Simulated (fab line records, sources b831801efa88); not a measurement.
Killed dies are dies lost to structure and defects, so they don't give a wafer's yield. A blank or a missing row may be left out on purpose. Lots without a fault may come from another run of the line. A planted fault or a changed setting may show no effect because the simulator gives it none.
fab line records | flow sky130
record lots=5 wafers=15 last_day=50
route steps=708 shown PASSIVATION@686 PAD_OPEN@694
lots that met no fault: from a run of the same line without faults
start_h: hours from the record's first day to the start of the lot's first wafer shown | wait_h: hours since the lot's step before | " the same as in the row above | L1.1+2: a row that stands for several wafers | - no value, or no start given | * or withheld: withheld | < > ~ a bound
route shown NAME@n: a module of which the file shows steps, and the number in the route of the first | usual: mean/standard deviation of fault-free wafers | same: alike in all rows | chamber/n: place in a boat | sites: the reading at each site | _std_site: their standard deviation | _edge_site: outer sites' mean less inner sites' | radius_mm: how far each site lies from the wafer's centre | mask NAME#n: copy n | behind: the tool/chamber that last shaped the wafer | hold: why the lot was held/for how many hours/how that ended | device: the transistor (n, p or np) that didn't switch | end of line: the same wafers' tests at the end of the route | a step without rows: its recipe alone | killed: dies lost to structure and defects at the first sort, not the wafer's yield | map: a wafer's dies, x killed, . not, _ none there
set.NAME: the setting as run; set.NAME@STEP: as run at that earlier step | model.NAME: the simulator's own value behind a step, which no gauge read
lots at some steps of the route; a table a step, a row a wafer
services: from which hour (start_h, from the record's first day; less than 0 if before it) a tool's chamber was out of use, for how many hours, and why
## steps
# step SKY_PASSIVATION_HMDS_05
# recipe prime_time_s=60 prime_temp_c=120
# columns lot.wafer tool chamber start_h wait_h
L074.3+4+5 litho_track-03 0 1040.45 0.1
L084.1+2+3 litho_track-02 0 1115.59 0.1
L087.2+3+5 litho_track-02 0 1128.96 0.1
L091.1+4+6 litho_track-02 0 1151.44 0.1
L097.1+2+6 litho_track-04 0 1182.39 0.1
# step SKY_PASSIVATION_COAT_06
# recipe spin_rpm=2000 resist_thk_nm=3000
# usual spin_speed_rpm=1999.7/1.3
# columns lot.wafer tool chamber start_h wait_h spin_speed_rpm
L074.3 litho_track-03 0 1040.60 0.1 1999.4
L074.4 " 0 " " 1998.6
L074.5 " 0 " " 1999.3
L084.1 litho_track-02 0 1115.74 0.1 1999.3
L084.2 " 0 " " 1998.2
L084.3 " 0 " " 1999.4
L087.2 litho_track-02 0 1129.11 0.1 2000.5
L087.3 " 0 " " 2000.3
L087.5 " 0 " " 1999.1
L091.1 litho_track-02 0 1151.59 0.1 1999.8
L091.4 " 0 " " 1998.3
L091.6 " 0 " " 2000.0
L097.1 litho_track-04 0 1182.54 0.1 2000.5
L097.2 " 0 " " 1999.5
L097.6 " 0 " " 2000.1
# step SKY_PASSIVATION_SOFTBAKE_07
# recipe temp_c=110 time_s=withheld
# columns lot.wafer tool chamber start_h wait_h
L074.3+4+5 litho_track-03 0 1040.77 0.1
L084.1+2+3 litho_track-02 0 1115.89 0.1
L087.2+3+5 litho_track-02 0 1129.27 0.1
L091.1+4+6 litho_track-02 0 1151.74 0.1
L097.1+2+6 litho_track-04 0 1182.69 0.1
# step SKY_PASSIVATION_EXPOSE_08
# recipe mask_id=NSM target_cd_nm=3000 na=0.57 dose_mj=260
# columns lot.wafer tool chamber start_h wait_h mask
L074.3+4+5 iline_stepper-01 0 - - NSM#0
L084.1+2+3 iline_stepper-01 0 - - NSM#0
L087.2+3+5 iline_stepper-01 0 - - NSM#0
L091.1+4+6 iline_stepper-01 0 - - NSM#0
L097.1+2+6 iline_stepper-02 0 - - NSM#0
# step SKY_PASSIVATION_PEB_09
# recipe temp_c=115 time_s=withheld
# columns lot.wafer tool chamber start_h wait_h
L074.3+4+5 litho_track-03 0 - -
L084.1+2+3 litho_track-02 0 - -
L087.2+3+5 litho_track-04 0 - -
L091.1+4+6 litho_track-02 0 - -
L097.1+2+6 litho_track-02 0 - -
# step SKY_PASSIVATION_DEVELOP_10
# recipe develop_time_s=60 dev_temp_c=23
# columns lot.wafer tool chamber start_h wait_h
L074.3+4+5 litho_track-03 0 - -
L084.1+2+3 litho_track-02 0 - -
L087.2+3+5 litho_track-04 0 - -
L091.1+4+6 litho_track-02 0 - -
L097.1+2+6 litho_track-02 0 - -
# step SKY_PASSIVATION_ETCH_11
# recipe chemistry=CF4/O2 target_depth_nm=725 stop_on=AlCu source_w=800 bias_w=150 pressure_mtorr=150 cf4_flow_sccm=80 O2_flow_sccm=10 time_s=161.1
# usual drypump_motor_current_A=5.6/0.4 oes_product_au=0.975/0.0089 throttle_valve_pct=5.963/0.0092
# columns lot.wafer tool chamber start_h wait_h drypump_motor_current_A oes_product_au rf_hours_counter_h throttle_valve_pct
L074.3 rie_diel-04 0 1051.50 - 5.5 0.972 17 5.967
L074.4 " 3 " " 5.5 0.980 - 5.994
L074.5 " 2 " " 5.7 0.988 - 5.963
L084.1 rie_diel-04 1 1125.79 - 5.0 0.977 5 5.960
L084.2 " 2 " " 5.7 0.978 21 5.953
L084.3 " 3 " " 5.4 0.974 12 5.965
L087.2 rie_diel-04 3 1138.44 - 5.5 0.966 13 5.970
L087.3 " 1 " " 5.0 0.961 6 5.965
L087.5 " 0 " " 5.5 0.980 - 5.937
L091.1 rie_diel-02 0 1160.19 - 6.2 0.973 23 5.962
L091.4 " 1 " " 5.3 0.978 - 5.958
L091.6 " 0 " " 6.2 0.986 - 5.960
L097.1 rie_diel-04 2 1191.29 - 5.7 0.968 23 5.978
L097.2 " 3 " " 5.4 0.971 15 5.966
L097.6 " 3 " " 5.5 0.973 - 5.955
# step SKY_PASSIVATION_STRIP_12
# recipe chemistry=O2/N2 power_w=1400 pressure_mtorr=1500 platen_temp_c=withheld overash_fraction=0.7 o2_flow_sccm=3000 n2_flow_sccm=300
# usual drypump_motor_current_A=5.8/0.44 oes_product_au=0.660/0.0045 strip_time_to_endpoint_s=31.52/0.17
# columns lot.wafer tool chamber start_h wait_h drypump_motor_current_A oes_product_au rf_hours_counter_h strip_time_to_endpoint_s
L074.3 plasma_asher-02 1 1051.64 0.1 6.0 0.658 - 31.76
L074.4 " 0 " " 5.8 0.662 - 31.64
L074.5 " 0 " " 5.8 0.666 - 31.42
L084.1 plasma_asher-04 1 1125.89 0.1 4.9 0.658 70 31.39
L084.2 " 0 " " 5.6 0.669 70 31.24
L084.3 " 0 " " 5.6 0.661 - 31.33
L087.2 plasma_asher-02 0 1138.55 0.1 5.8 0.663 43 31.28
L087.3 " 1 " " 6.0 0.659 - 31.43
L087.5 " 1 " " 6.0 0.663 - 31.28
L091.1 plasma_asher-03 1 1160.29 0.1 6.2 0.659 109 31.39
L091.4 " 1 " " 6.2 0.656 - 31.44
L091.6 " 1 " " 6.2 0.654 - 31.60
L097.1 plasma_asher-03 0 1191.39 0.1 6.2 0.651 112 31.31
L097.2 " 1 " " 6.3 0.659 112 31.47
L097.6 " 0 " " 6.2 0.660 - 31.49
# step SKY_PAD_OPEN_DEHYDRATE_00
# recipe temp_c=200 time_s=60
# columns lot.wafer tool chamber start_h wait_h
L074.3+4+5 litho_track-01 0 1062.53 10.9
L084.1+2+3 litho_track-01 0 1135.08 9.2
L087.2+3+5 litho_track-02 0 1146.86 8.3
L091.1+4+6 litho_track-02 0 1168.34 8.0
L097.1+2+6 litho_track-02 0 1197.94 6.5
# step SKY_PAD_OPEN_HMDS_01
# recipe prime_time_s=60 prime_temp_c=120
# columns lot.wafer tool chamber start_h wait_h
L074.3+4+5 litho_track-01 0 1062.68 0.1
L084.1+2+3 litho_track-01 0 1135.23 0.1
L087.2+3+5 litho_track-02 0 1147.01 0.1
L091.1+4+6 litho_track-02 0 1168.49 0.1
L097.1+2+6 litho_track-02 0 1198.09 0.1
# step SKY_PAD_OPEN_COAT_02
# recipe spin_rpm=2000 resist_thk_nm=3000
# usual spin_speed_rpm=2000.0/1.2
# columns lot.wafer tool chamber start_h wait_h spin_speed_rpm
L074.3 litho_track-01 0 1062.83 0.1 1999.4
L074.4 " 0 " " 2000.3
L074.5 " 0 " " 1999.7
L084.1 litho_track-01 0 1135.38 0.1 2001.0
L084.2 " 0 " " 2000.9
L084.3 " 0 " " 2000.5
L087.2 litho_track-02 0 1147.16 0.1 1999.8
L087.3 " 0 " " 2003.1
L087.5 " 0 " " 1999.9
L091.1 litho_track-02 0 1168.64 0.1 2000.8
L091.4 " 0 " " 2000.2
L091.6 " 0 " " 1999.1
L097.1 litho_track-02 0 1198.24 0.1 2000.3
L097.2 " 0 " " 1999.3
L097.6 " 0 " " 1999.4
# step SKY_PAD_OPEN_SOFTBAKE_03
# recipe temp_c=110 time_s=withheld
# columns lot.wafer tool chamber start_h wait_h
L074.3+4+5 litho_track-01 0 1063.00 0.1
L084.1+2+3 litho_track-01 0 1135.53 0.1
L087.2+3+5 litho_track-02 0 1147.32 0.1
L091.1+4+6 litho_track-02 0 1168.79 0.1
L097.1+2+6 litho_track-02 0 1198.39 0.1
# step SKY_PAD_OPEN_EXPOSE_04
# recipe mask_id=PDM target_cd_nm=60000 na=0.57 dose_mj=260
# columns lot.wafer tool chamber start_h wait_h mask
L074.3+4+5 iline_stepper-01 0 - - PDM#0
L084.1+2+3 iline_stepper-02 0 - - PDM#0
L087.2+3+5 iline_stepper-02 0 - - PDM#0
L091.1+4+6 iline_stepper-01 0 - - PDM#0
L097.1+2+6 iline_stepper-02 0 - - PDM#0
# step SKY_PAD_OPEN_PEB_05
# recipe temp_c=115 time_s=withheld
# columns lot.wafer tool chamber start_h wait_h
L074.3+4+5 litho_track-04 0 - -
L084.1+2+3 litho_track-01 0 - -
L087.2+3+5 litho_track-01 0 - -
L091.1+4+6 litho_track-01 0 - -
L097.1+2+6 litho_track-01 0 - -
# step SKY_PAD_OPEN_DEVELOP_06
# recipe develop_time_s=60 dev_temp_c=23
# columns lot.wafer tool chamber start_h wait_h
L074.3+4+5 litho_track-04 0 - -
L084.1+2+3 litho_track-01 0 - -
L087.2+3+5 litho_track-01 0 - -
L091.1+4+6 litho_track-01 0 - -
L097.1+2+6 litho_track-01 0 - -
# step SKY_PAD_OPEN_ETCH_07
# recipe chemistry=CF4/O2 target_depth_nm=725 stop_on=AlCu source_w=800 bias_w=150 pressure_mtorr=150 cf4_flow_sccm=80 O2_flow_sccm=10 time_s=161.1
# usual drypump_motor_current_A=5.8/0.43 oes_product_au=0.976/0.008 throttle_valve_pct=5.962/0.0092
# columns lot.wafer tool chamber start_h wait_h drypump_motor_current_A oes_product_au rf_hours_counter_h throttle_valve_pct
L074.3 rie_diel-03 0 1073.74 - 5.4 0.961 20 5.965
L074.4 " 3 " " 6.4 0.983 - 5.965
L074.5 " 2 " " 5.7 0.981 - 5.980
L084.1 rie_diel-01 1 1144.38 - 4.9 0.978 28 5.951
L084.2 " 0 " " 5.6 0.962 13 5.951
L084.3 " 2 " " 5.5 0.966 27 5.947
L087.2 rie_diel-02 0 1156.53 - 6.2 0.981 23 5.950
L087.3 " 3 " " 6.4 0.964 - 5.968
L087.5 " 3 " " 6.4 0.970 - 5.963
L091.1 rie_diel-02 3 1177.78 - 6.4 0.980 26 5.962
L091.4 " 0 " " 6.2 0.987 24 5.979
L091.6 " 3 " " 6.4 0.987 - 5.959
L097.1 rie_diel-03 0 1205.23 - 5.4 0.968 26 5.955
L097.2 " 1 " " 5.3 0.980 13 5.949
L097.6 " 0 " " 5.4 0.976 - 5.971
# step SKY_PAD_OPEN_STRIP_08
# recipe chemistry=O2/N2 power_w=1400 pressure_mtorr=1500 platen_temp_c=withheld overash_fraction=0.7 o2_flow_sccm=3000 n2_flow_sccm=300
# usual drypump_motor_current_A=5.7/0.51 oes_product_au=0.663/0.0043 strip_time_to_endpoint_s=37.04/0.12
# columns lot.wafer tool chamber start_h wait_h drypump_motor_current_A oes_product_au rf_hours_counter_h strip_time_to_endpoint_s
L074.3 plasma_asher-03 1 1073.88 0.1 6.2 0.663 - 36.95
L074.4 " 0 " " 6.2 0.656 - 36.87
L074.5 " 1 " " 6.2 0.667 - 36.99
L084.1 plasma_asher-03 1 1144.49 0.1 6.2 0.669 107 37.25
L084.2 " 0 " " 6.2 0.662 107 37.16
L084.3 " 1 " " 6.2 0.661 - 37.12
L087.2 plasma_asher-03 1 1156.69 0.1 6.2 0.668 108 37.01
L087.3 " 1 " " 6.2 0.668 - 37.12
L087.5 " 0 " " 6.2 0.664 - 37.15
L091.1 plasma_asher-04 0 1177.89 0.1 5.6 0.662 75 36.82
L091.4 " 0 " " 5.6 0.666 - 36.86
L091.6 " 1 " " 4.9 0.664 - 36.90
L097.1 plasma_asher-03 1 1205.34 0.1 6.3 0.668 113 36.99
L097.2 " 0 " " 6.2 0.658 113 37.04
L097.6 " 1 " " 6.3 0.663 - 36.91
# step SKY_PAD_OPEN_STRIP_09
# recipe chemistry=post_etch_residue_remover time_s=1200 temp_c=72.5
# columns lot.wafer tool chamber start_h wait_h
L074.3+4+5 wet_bench-02 0 1073.95 0.0
L084.1+2+3 wet_bench-03 3 1144.59 0.1
L087.2+3+5 wet_bench-01 2 1156.79 0.1
L091.1+4+6 wet_bench-02 3 1177.99 0.1
L097.1+2+6 wet_bench-03 2 1205.44 0.1
# step SKY_PAD_OPEN_CLEAN_10
# recipe chemistry=IPA time_s=180 temp_c=25
# columns lot.wafer tool chamber start_h wait_h
L074.3+4+5 wet_bench-02 2 1074.42 0.1
L084.1+2+3 wet_bench-02 1 1144.93 0.0
L087.2+3+5 wet_bench-02 1 1157.13 0.0
L091.1+4+6 wet_bench-03 1 1178.33 0.0
L097.1+2+6 wet_bench-02 2 1205.78 0.0
# step SKY_PAD_OPEN_CLEAN_11
# recipe chemistry=O3/DIW dry=n2_spin
# columns lot.wafer tool chamber start_h wait_h
L074.3+4+5 wet_bench-02 2 1074.49 0.0
L084.1+2+3 wet_bench-03 2 1144.99 0.0
L087.2+3+5 wet_bench-03 0 1157.20 0.0
L091.1+4+6 wet_bench-02 3 1178.39 0.0
L097.1+2+6 wet_bench-03 0 1205.85 0.0
# step SKY_PAD_OPEN_ANNEAL_12
# recipe temp_c=400 time_s=withheld ambient=N2/H2 idle_temp_c=300 ramp_up_c_per_min=8 ramp_down_c_per_min=4
# usual spike_tc_lower_C=399.9/1.2 spike_tc_top_C=427/3.3 zone_power_lower_pct=4.43/0.19
# columns lot.wafer tool chamber start_h wait_h spike_tc_lower_C spike_tc_top_C zone_power_lower_pct
L074.3 furnace-02 0 1074.59 0.0 400.1 425 4.19
L074.4 " 0 " " 399.0 425 4.26
L074.5 " 0 " " 400.5 425 4.31
L084.1 furnace-02 0 1145.08 0.0 402.0 422 4.24
L084.2 " 0 " " 401.9 425 4.29
L084.3 " 0 " " 399.7 424 4.22
L087.2 furnace-01 0 1157.29 0.0 398.9 429 4.63
L087.3 " 0 " " 399.3 430 4.63
L087.5 " 0 " " 399.2 431 4.67
L091.1 furnace-01 0 1178.48 0.0 400.0 431 4.60
L091.4 " 0 " " 397.4 430 4.62
L091.6 " 0 " " 400.0 432 4.58
L097.1 furnace-01 0 1205.94 0.0 398.3 430 4.61
L097.2 " 0 " " 397.9 429 4.65
L097.6 " 0 " " 399.6 430 4.64
# step SKY_PAD_OPEN_BOW_MEAS_13
# recipe mode=bow
# usual PAD_OPEN_BOW=47/8.3
# columns lot.wafer tool chamber start_h wait_h PAD_OPEN_BOW[um]
L074.3 film_metro-02 - 1076.13 - 48
L074.4 " - " " 55
L074.5 " - " " 58
L084.1 film_metro-03 - 1146.58 - 40
L084.2 " - " " 49
L084.3 " - " " 38
L087.2 film_metro-04 - 1158.81 - 42
L087.3 " - " " 56
L087.5 " - " " 48
L091.1 film_metro-03 - 1179.98 - 45
L091.4 " - " " 38
L091.6 " - " " 43
L097.1 film_metro-02 - 1207.44 - 41
L097.2 " - " " 43
L097.6 " - " " 52
# step SKY_PAD_OPEN_PROBE_99
# usual defect_limited_yield=82.8/2 killed_at_M0_to_M3=43/7.8 killed_at_M4_up=3.2/1.9 killed_at_contacts=24/5 killed_at_front_end=14/4.5 killed_at_other=0.2/0.41 killed_dies=84/9.6 killed_open=47/6.9 killed_short=38/6 sort_bin_3_pad_short=0.8/0.43 sort_bin_5_function=10.1/1.4 sort_bin_6_memory=6.3/1.1 sort_n_pass=408/9.6 sort_yield_pct=82.8/2
# same gross_dies=492 killed_at_back_side=0 sort_bin_4_leakage[%]=0 sort_bin_8_speed[%]=0
# columns lot.wafer tool chamber start_h wait_h defect_limited_yield[%] killed_at_M0_to_M3 killed_at_M4_up killed_at_contacts killed_at_front_end killed_at_other killed_dies killed_open killed_short sort_bin_3_pad_short[%] sort_bin_5_function[%] sort_bin_6_memory[%] sort_n_pass sort_yield_pct[%]
L074.3 prober-02 - 1076.31 0.2 83.3 48 5 19 10 0 82 47 35 0.6 10.0 6.1 410 83.3
L074.4 prober-02 - 1076.36 0.2 80.3 57 3 26 11 0 97 50 47 1.2 11.4 7.1 395 80.3
L074.5 prober-02 - 1076.41 0.2 80.5 56 2 26 12 0 96 63 33 0.8 12.2 6.5 396 80.5
L084.1 prober-02 - 1146.70 0.1 83.1 39 3 23 17 1 83 50 33 1.0 9.6 6.3 409 83.1
L084.2 prober-02 - 1146.75 0.1 82.5 45 6 21 14 0 86 52 34 0.8 10.6 6.1 406 82.5
L084.3 prober-02 - 1146.80 0.2 84.1 40 3 26 9 0 78 41 37 1.4 8.9 5.5 414 84.1
L091.1 prober-01 - 1180.10 0.1 83.9 43 3 21 12 0 79 43 36 1.2 8.9 5.9 413 83.9
L091.4 prober-01 - 1180.25 0.2 83.3 35 1 23 23 0 82 44 38 0.2 9.6 6.9 410 83.3
L091.6 prober-01 - 1180.35 0.2 82.5 48 2 19 17 0 86 46 40 0.8 9.8 6.9 406 82.5
# killed by level:class
L074.3 VIA1:geometric_particle:open=15 CONTACT:geometric_particle:open=8 METAL2:geometric_particle:short=7 VIA1:geometric_particle:short=6 VIA2:geometric_particle:open=6 CONTACT:geometric_particle:short=5 METAL1:geometric_particle:short=4 POLY_GATE:geometric_particle:short=3
L074.4 VIA1:geometric_particle:open=14 CONTACT:geometric_particle:open=10 VIA2:geometric_particle:open=9 LI_CONTACT:geometric_particle:open=7 VIA1:geometric_particle:short=7 METAL1:geometric_particle:short=7 LOCAL_INTERCONNECT:geometric_particle:short=6 FIELD_ISO:geometric_particle:short=5
L074.5 VIA1:geometric_particle:open=16 VIA2:geometric_particle:open=13 CONTACT:geometric_particle:open=11 LI_CONTACT:geometric_particle:open=9 VIA3:geometric_particle:open=6 METAL1:geometric_particle:short=5 VIA1:geometric_particle:short=5 POLY_GATE:geometric_particle:short=4
L084.1 VIA1:geometric_particle:open=16 CONTACT:geometric_particle:open=10 FIELD_ISO:geometric_particle:short=5 SPACER:geometric_particle:short=4 VIA3:geometric_particle:open=4 LI_CONTACT:geometric_particle:open=4 LOCAL_INTERCONNECT:geometric_particle:short=4 VIA2:geometric_particle:short=4
L084.2 VIA1:geometric_particle:open=13 CONTACT:geometric_particle:open=8 VIA3:geometric_particle:open=7 LI_CONTACT:geometric_particle:open=6 METAL1:geometric_particle:short=6 FIELD_ISO:geometric_particle:open=5 VIA2:geometric_particle:open=5 METAL3:geometric_particle:short=4
L084.3 LI_CONTACT:geometric_particle:open=8 VIA3:geometric_particle:open=8 LI_CONTACT:geometric_particle:short=7 CONTACT:geometric_particle:open=7 VIA1:geometric_particle:open=6 METAL1:geometric_particle:short=5 METAL3:geometric_particle:short=5 VIA3:geometric_particle:short=5
L091.1 CONTACT:geometric_particle:open=14 VIA1:geometric_particle:open=11 METAL2:geometric_particle:short=9 METAL1:geometric_particle:short=5 VIA2:geometric_particle:open=5 POLY_GATE:geometric_particle:short=4 VIA2:geometric_particle:short=3 LI_CONTACT:geometric_particle:open=3
L091.4 LI_CONTACT:geometric_particle:open=10 VIA1:geometric_particle:open=7 VIA3:geometric_particle:open=7 FIELD_ISO:geometric_particle:short=6 POLY_GATE:geometric_particle:open=6 METAL1:geometric_particle:short=5 CONTACT:geometric_particle:open=4 METAL2:geometric_particle:short=4
L091.6 METAL1:geometric_particle:short=8 FIELD_ISO:geometric_particle:short=7 CONTACT:geometric_particle:open=7 VIA3:geometric_particle:open=7 VIA1:geometric_particle:open=6 METAL2:geometric_particle:short=6 VIA2:geometric_particle:open=6 FIELD_ISO:geometric_particle:open=5
## services
# columns tool chamber start_h hours kind
rie_diel-04 2 1020.19 4.4 repair
rie_diel-02 0 1026.80 2.5 repair
rie_diel-04 1 1031.27 22.1 repair
rie_diel-03 1 1033.38 76.9 repair
plasma_asher-02 - 1041.96 2.9 repair
rie_diel-04 3 1044.40 1.9 repair
iline_stepper-02 - 1046.18 5.3 repair
rie_diel-03 3 1082.45 6.2 repair
rie_diel-03 2 1085.31 8.2 repair
iline_stepper-01 - 1092.28 2.4 repair
rie_diel-02 3 1113.02 5.1 repair
rie_diel-03 - 1120.99 2.5 repair
rie_diel-02 0 1123.98 9.1 repair
rie_diel-02 2 1138.99 21.4 repair
wet_bench-03 - 1140.96 1.8 repair
iline_stepper-01 - 1153.64 4.4 pm
rie_diel-02 1 1155.70 3.9 repair
iline_stepper-01 - 1158.08 1.7 pm
iline_stepper-02 - 1162.72 1.7 pm
rie_diel-04 - 1175.45 0.3 repair
furnace-01 - 1179.98 2.4 pm
rie_diel-04 2 1183.54 2.4 repair
rie_diel-02 3 1185.11 12.0 repair
rie_diel-04 1 1190.87 3.8 repair
## key
fault none
